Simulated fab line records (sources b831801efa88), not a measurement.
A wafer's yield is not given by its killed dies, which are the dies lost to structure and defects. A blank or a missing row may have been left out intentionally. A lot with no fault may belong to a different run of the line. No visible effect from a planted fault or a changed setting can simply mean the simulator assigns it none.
Which of the tools did it? -- flow sky130 -- Sampling: 14 lots, 42 wafers, 4 of 708 route steps

WHAT THE GAUGES READ, wafer by wafer
SKY_FIELD_ISO_CD_MEAS_13: the cd target is 150 nm.
lot,measured,on,cdNm (nm)
L481,day 2 08:12,cdSem-01,152.0 151.8 154.4
L483,day 2 17:25,cdSem-02,148.6 149.2 150.5
L484,day 2 21:25,cdSem-02,148.6 149.5 148.8
L485,day 3 05:47,cdSem-01,151.0 153.2 151.7
L486,day 3 11:13,cdSem-01,150.0 148.8 149.7
L487,day 3 14:55,cdSem-01,148.5 150.5 148.9
L488,day 3 23:02,cdSem-02,149.1 147.4 150.1
L490,day 4 06:54,cdSem-01,150.1 150.0 150.1
L491,day 4 08:59,cdSem-02,152.5 152.9 152.5
L492,day 4 12:44,cdSem-02,148.1 149.7 150.1
L496,day 5 12:13,cdSem-01,- - -
L497,day 5 17:23,cdSem-02,- - -
L503,day 7 02:05,cdSem-02,150.2 151.0 150.9
L504,day 7 06:11,cdSem-02,150.2 152.0 149.4

SKY_NWELL_THK_MEAS_02.
lot,measured,on,NWELL_OXIDATION_THK (nm)
L481,day 2 14:08,filmMetro-02,9.69 9.87 9.42
L483,day 3 00:43,filmMetro-02,9.97 10.13 10.09
L484,day 3 05:02,filmMetro-01,10.00 9.94 9.83
L485,day 3 12:16,filmMetro-03,9.80 9.77 9.96
L486,day 3 18:05,filmMetro-03,10.18 10.00 9.84
L487,day 3 23:35,filmMetro-01,10.17 10.12 10.25
L488,day 4 06:02,filmMetro-03,10.05 10.14 10.06
L490,day 4 17:59,filmMetro-01,9.66 9.69 9.88
L491,day 4 19:58,filmMetro-02,10.04 10.22 10.34
L492,day 4 23:32,filmMetro-03,9.55 9.66 9.66
L503,day 7 08:11,filmMetro-01,9.96 9.98 10.04
L504,day 7 16:20,filmMetro-02,10.37 10.05 10.16

SKY_NWELL_OVL_MEAS_10.
lot,measured,on,NWELL_00_OVL (nm)
L481,day 4 13:23,overlay-01,-1.6 -0.4 -1.3
L483,day 5 02:49,overlay-02,0.2 -0.8 0.1
L484,day 5 06:02,overlay-02,2.1 -0.9 -0.4
L485,day 5 13:49,overlay-01,0.1 -0.7 -0.5
L486,day 5 22:11,overlay-01,1.9 -1.2 0.9
L487,day 6 03:37,overlay-02,2.5 1.7 1.0
L488,day 6 10:08,overlay-02,2.6 1.2 0.0
L490,day 7 00:43,overlay-02,2.4 0.9 2.1
L491,day 7 02:35,overlay-01,2.1 -0.5 1.1
L492,day 7 06:52,overlay-01,0.3 0.7 -1.2
L503,day 9 21:16,overlay-01,-0.6 0.6 -0.8
L504,day 10 05:35,overlay-02,-1.3 -1.7 -1.9

TOOL THAT RAN EACH LOT (tool first, then ch and the chambers of the sampled wafers, then the start)
lot,SKY_FIELD_ISO_PEB_11
L481,"lithoTrack-02 ch 0, day 2 07:00"
L483,"lithoTrack-01 ch 0, day 2 17:00"
L484,"lithoTrack-02 ch 0, day 2 21:00"
L485,"lithoTrack-04 ch 0, day 3 05:00"
L486,"lithoTrack-02 ch 0, day 3 10:00"
L487,"lithoTrack-04 ch 0, day 3 14:00"
L488,"lithoTrack-01 ch 0, day 3 22:00"
L490,"lithoTrack-04 ch 0, day 4 06:00"
L491,"lithoTrack-01 ch 0, day 4 08:00"
L492,"lithoTrack-04 ch 0, day 4 12:00"
L496,"lithoTrack-04, day 5 11:00"
L497,"lithoTrack-04, day 5 17:00"
L503,"lithoTrack-04 ch 0, day 7 01:00"
L504,"lithoTrack-02 ch 0, day 7 05:00"
- SKY_FIELD_ISO_PEB_11

AS READ BY THE TOOLS THEMSELVES (means over the sampled wafers that have a number; for cases with no such wafer, the mark the record gives instead)
SKY_FIELD_ISO_PEB_11.
lot,tool,exhaustPa (Pa)
L481,lithoTrack-02,43.8
L483,lithoTrack-01,45.3
L484,lithoTrack-02,46.1
L485,lithoTrack-04,44.7
L486,lithoTrack-02,44.3
L487,lithoTrack-04,44.2
L488,lithoTrack-01,45.3
L490,lithoTrack-04,45.4
L491,lithoTrack-01,46.5
L492,lithoTrack-04,45.4
L496,lithoTrack-04,-
L497,lithoTrack-04,-
L503,lithoTrack-04,44.9
L504,lithoTrack-02,44.5

THE ANSWER, worked out from the rows above alone
Rule: what is usual is taken from the lots themselves. The widest of any qualifying gaps counts: lots, ordered by their means at a reading, are off when they make up no more than a third of the lots, leave a main group of 4 or more, and stand apart from it by 3 or more times the standard deviation of that group's means. A main group whose means are all the same, to the digits that the tables above print for the reading, isn't used. Also off: a lot with no number at a reading for which 4 or more lots have one. Any other lot the step has rows for is counted as sound. After the gauges, taken in route order, come the tools' own readings; for these a lot's mean is taken, as printed above. The first step at which some lot is off is used, and at that step the reading that is off furthest; a lot without a number counts as furthest.
Off: L496, L497 (SKY_FIELD_ISO_CD_MEAS_13, cdNm). Without a number there: L496, L497. The main group: mean 150.3 nm, standard deviation 1.3.
If a tool, at a process step before that reading, ran all the lots that are off and no sound lot after the first of them, it fits. The gauges at SKY_FIELD_ISO_CD_MEAS_13 aren't tried: what is off there is off at SKY_FIELD_ISO_PEB_11 too, on other tools, and a gauge's error can't cause that. Not one of the candidates tried fits.

WHAT WAS PUT IN BY THE SIMULATOR
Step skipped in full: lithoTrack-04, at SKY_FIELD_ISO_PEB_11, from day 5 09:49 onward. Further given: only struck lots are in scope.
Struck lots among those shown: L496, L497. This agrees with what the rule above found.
